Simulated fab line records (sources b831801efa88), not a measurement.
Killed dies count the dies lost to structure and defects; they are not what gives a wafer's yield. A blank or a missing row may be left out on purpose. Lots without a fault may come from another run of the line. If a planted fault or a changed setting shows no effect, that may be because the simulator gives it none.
One fault seen from 2 desks    flow sky130    what lay behind the numbers comes last; until then each desk has only its own

DESK OF THE TOOL OWNER: hdpcvd-01
The tool's own readings at SKY_VIA3_HDPCVD_00 (deposits SiO2, target thk 1635 nm, time 272.5 s): means of the sampled wafers that have a number, for each lot that ran on this tool. If a lot's mean is further than 4 standard deviations from the usual mean, the lot is out of limits and carries the mark OUT (the distance appears in the brackets).
Columns: A = pressure mtorr at SKY_VIA3_HDPCVD_00, usual 5.999 mTorr; B = run length s at SKY_VIA3_HDPCVD_00, usual 300.1 s
lot   first seen here  A      B
L274  day 40 00:11     5.998  300.1
L282  day 41 22:53     6.011  284.4 (-40) OUT
This desk finds L282 out of limits, L282 being first, at day 41 22:53 (run length s at SKY_VIA3_HDPCVD_00). L274: within limits.

THE METROLOGY DESK
What the gauges read for every lot (on any tool): the sampled wafers with a number, averaged. If a lot's mean is further than 4 standard deviations from the usual mean, the lot is out of limits and carries the mark OUT (the distance appears in the brackets).
Columns: A = cd nm at SKY_METAL3_CD_MEAS_13, usual 300.3 nm; B = METAL3_OVL at SKY_METAL3_OVL_MEAS_14, usual -1 nm; C = VIA3_HDPCVD_THK at SKY_VIA3_THK_MEAS_01, usual 1630 nm
lot   first seen here  A      B   C
L271  day 39 06:52     300.3  -1  1637
L274  day 39 23:06     298.6  2   1621
L282  day 41 21:49     299.5  -7  1529 (-6.8) OUT
L292  day 44 22:03     298.7  -4  1625
L293  day 45 02:02     297.9  3   1627
This desk's result: L282 out of limits, first on L282 (VIA3_HDPCVD_THK at SKY_VIA3_THK_MEAS_01), day 41 23:04. L271, L274, L292, L293: within limits.

BROUGHT TOGETHER
An alarm could have come from the tool owner's desk at day 41 22:53, on L282.
At day 41 23:04 the metrology desk could have sounded an alarm, on L282.
Of the lots named, all ran SKY_VIA3_HDPCVD_00 on hdpcvd-01.

WHAT THE SIMULATOR HAD INSERTED
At SKY_VIA3_HDPCVD_00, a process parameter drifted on hdpcvd-01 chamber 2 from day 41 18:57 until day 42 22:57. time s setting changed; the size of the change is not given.
Shown lots that were struck: L282.
Time in hours from fault onset to the first out-of-limits reading at each desk: tool owner's desk 4, metrology desk 4.
